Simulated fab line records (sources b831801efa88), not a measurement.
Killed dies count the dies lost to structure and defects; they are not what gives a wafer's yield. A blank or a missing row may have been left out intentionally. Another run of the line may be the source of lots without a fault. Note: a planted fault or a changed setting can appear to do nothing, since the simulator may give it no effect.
Problem report, 8D (eight disciplines) form, completed by code	flow gf180mcu	the parts of the form that need people (team, actions taken, sign-off) are left out

1. WHAT IS WRONG
Mean of chamber_pressure_Torr at GF_V3_CVD_23: 42.44 Torr across 3 wafers in 2 lots; on wafers with no fault it is 40.00 Torr (standard deviation 0.086). Measured from the usual mean, that is +28 standard deviations.
The step: deposits W, target thk 350 nm, time 104.9 s.
Seen first at day 26 21:27 on cvd_w-01, wafer L756.1. At this step, 39 wafers from 13 lots have a number in the record. By rule, "out" or "out of limits" means more than 4 standard deviations away from the usual mean. The other wafers with a number count as sound.

2. WHAT IT IS, WHAT IT ISN'T
question	is	is not
which readings at this step	chamber_pressure_Torr	heater_power_w
which lots	L756, L757	L745, L748, L749, L750, L751, L752, L754, L759, L763, L765, L766
which wafers of those lots	L756.1, L757.1, L757.4	L756.2, L756.3, L757.3
read on which tools	cvd_w-01	cvd_w-02
when	from day 26 21:27	up to then (23 sound wafers); but 13 sound wafers of L757, L759, L763, L765, L766 came after

3. WHAT RULES OUT EACH SUSPECT
Counting: any tool at a process step up to the reading remains a suspect provided it ran every lot that is out. Sound lots after the first of them don't rule it out here, since some wafers of a struck lot are sound.
- cvd_w-01 at GF_V3_CVD_23 (deposits W, target thk 350 nm, time 104.9 s): kept. Every lot that is out went through it, the first being L756 (day 26 21:27); the last sound lot it ran before that was L754 (day 26 06:31). Its own chamber_pressure_Torr readings are out on those wafers.
- The sound lot-mates ran in chamber 1 of cvd_w-01 at GF_V3_CVD_23, but the wafers that are out ran in chamber 0.
The count leaves cvd_w-01 at GF_V3_CVD_23.

4. THE CAUSE (what the simulator had put in)
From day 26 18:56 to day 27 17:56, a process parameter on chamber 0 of cvd_w-01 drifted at GF_V3_CVD_23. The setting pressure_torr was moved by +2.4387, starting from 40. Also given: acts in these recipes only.
After counting, this tool was the only one left.

5. THE CHAIN OF EFFECTS, in route order
One row per reading whose mean, taken over the struck wafers that have a number, lies over 3 standard deviations from the usual. Only readings for which the record gives a usual standard deviation are gone through. hours: the time from each lot's start at the first step in this table that gives one to its start at this step, as a median over the lots. sigmas: the change in usual standard deviations.
hours	step	reading	usual	on struck wafers	change	sigmas
0	GF_V3_CVD_23	chamber_pressure_Torr	40.00 Torr	42.44	+2.44	+28
Here are the process steps it includes:
- GF_V3_CVD_23: deposits W, target thk 350 nm, time 104.9 s.

6. HOW IT WOULD HAVE BEEN CAUGHT EARLIER
3 hours passed between the start of the fault at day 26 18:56 and the first reading out of limits in this record, taken at day 26 21:27.
